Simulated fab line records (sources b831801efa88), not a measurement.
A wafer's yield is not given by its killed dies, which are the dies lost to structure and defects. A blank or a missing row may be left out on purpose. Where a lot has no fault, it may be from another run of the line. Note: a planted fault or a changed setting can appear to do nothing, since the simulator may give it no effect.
Struck lot and sound lot, side by side	flow sky130	17 steps out of a route of 708
Sound: the wafers L757.3, L757.5, L757.6. The struck wafers were L768.2, L768.3, L768.5. The cause is given at the end.
For every step that has rows: the tool of each side, followed by ch and its chambers, followed by its first start. Under that, the readings that differ: sound wafers	struck wafers	difference of the means	sigmas: that difference in standard deviations of wafers without a fault.
alike: a reading whose means differ by less than 2 such deviations, as well as words and numbers matching on both sides. not compared: withheld readings; readings where some wafer has no value; bounds like >300 that might hide an equal value; numbers whose values overlap and for which the record gives no deviation.
The two part at a step that has a row with sigmas, a row that says differs or no value, or rows on one side only. Non-overlapping numbers with no deviation appear without sigmas and do not part them. A reading missing from all wafers of one side parts the sides only when that side holds two or more wafers.

first, 1 step without rows for these wafers: SKY_LDD_N_IMPLANT_15.
SKY_LDD_N_STRIP_16: strips in O2/N2.
  sound on plasma asher-01 ch 0,1, day 20 11:46; struck on plasma asher-02 ch 0,1, day 25 11:31
reading	sound	struck	difference	sigmas
drypump motor current A (A)	4.9 5.6 4.8	6.0 6.0 6.1	+0.9	+2
  alike: n2 flow sccm, oes product au, strip time to endpoint s
  not compared: rf hours counter h
SKY_LDD_N_TW_MEAS_17:
  sound: film metro-03 at day 20 11:50; struck: film metro-02 at day 25 11:38
reading	sound	struck	difference	sigmas
LDD_N_TW	2558 2548 2540	2619 2615 2614	+67	+2
then, 7 steps without rows for these wafers: SKY_LDD_P_DEHYDRATE_00 (time 60 s); SKY_LDD_P_HMDS_01 (prime time 60 s); SKY_LDD_P_COAT_02 (resist thk 1140 nm); SKY_LDD_P_SOFTBAKE_03 (time 60 s); SKY_LDD_P_EXPOSE_04 (exposes mask PSDM, target cd 380 nm); SKY_LDD_P_PEB_05; SKY_LDD_P_DEVELOP_06 (develop time 57.27 s).
SKY_LDD_P_CD_MEAS_07: target cd 380 nm.
  sound: cd sem-01 at day 21 19:00; struck: cd sem-01 at day 26 15:34
  alike: cd nm
SKY_LDD_P_OVL_MEAS_08:
  sound: overlay-01 at day 21 19:06; struck: overlay-01 at day 26 15:40
  alike: LDD_P_OVL
SKY_LDD_P_IMPLANT_09:
  sound on implanter-02 ch 0, day 21 19:12; struck on implanter-02 ch 0, day 26 16:02
  alike: dose ions cm2
SKY_LDD_P_STRIP_10: strips in O2/N2.
  sound on plasma asher-02 ch 0,1, day 21 19:20; struck on plasma asher-02 ch 0,1, day 26 16:10
  alike: drypump motor current A, n2 flow sccm, oes product au, strip time to endpoint s
  not compared: rf hours counter h
SKY_LDD_P_TW_MEAS_11:
  sound: film metro-04 at day 21 19:25; struck: film metro-04 at day 26 16:16
reading	sound	struck	difference	sigmas
LDD_P_TW	632 627 630	783 783 784	+154	+31
then, 1 step without rows for these wafers: SKY_LDD_HVN_DEHYDRATE_00 (time 60 s).
-- record jumps: 24 days separate the struck wafers' starts on either side; left off in module LDD_HVN, taken up again in module PAD_OPEN, whose first shown step is the route's number 708 --
SKY_PAD_OPEN_PROBE_99:
  sound: prober-01 at day 47 12:40; struck: prober-01 at day 50 17:38
reading	sound	struck	difference	sigmas
killed at contacts	41 28 28	30 18 19	-10	-2
model.etest.tip p.rs ohm sq	6970 6946 6922	3959 3946 3915	-3006	
model.etest.pfet_01v8.r on ohm um	2981 2980 2941	2658 2708 2736	-267	
model.etest.tip p.rs ohm sq range	190.4 238.2 248.1	141.9 162 175.3	-65.8	
model.etest.pfet_01v8.drive ua um	186 185.8 189.5	217.7 213.3 209.2	+26.3	
model.etest.pfet_01v8_hvt.drive ua um	138.3 138.7 139.8	163 158.8 159.2	+21	
model.etest.sram pfet latch.drive ua um	133 143.4 141.8	168.5 162.8 156.5	+23.2	
model.etest.pfet_01v8_mvt.drive ua um	147.9 147.7 148.2	162.6 159.2 159.7	+12.6	
model.etest.pfet_01v8_lvt.drive ua um	172.2 172.3 173.3	183.8 181.6 179.4	+9.0	
  alike: killed_at_M0_to_M3, killed_at_M4_up, killed at front end, killed at other, killed dies, killed open, killed short

== WHERE THEY PART ==
First at SKY_LDD_N_STRIP_16; last, within this record, at SKY_PAD_OPEN_PROBE_99.

WHY: what the simulator had put in
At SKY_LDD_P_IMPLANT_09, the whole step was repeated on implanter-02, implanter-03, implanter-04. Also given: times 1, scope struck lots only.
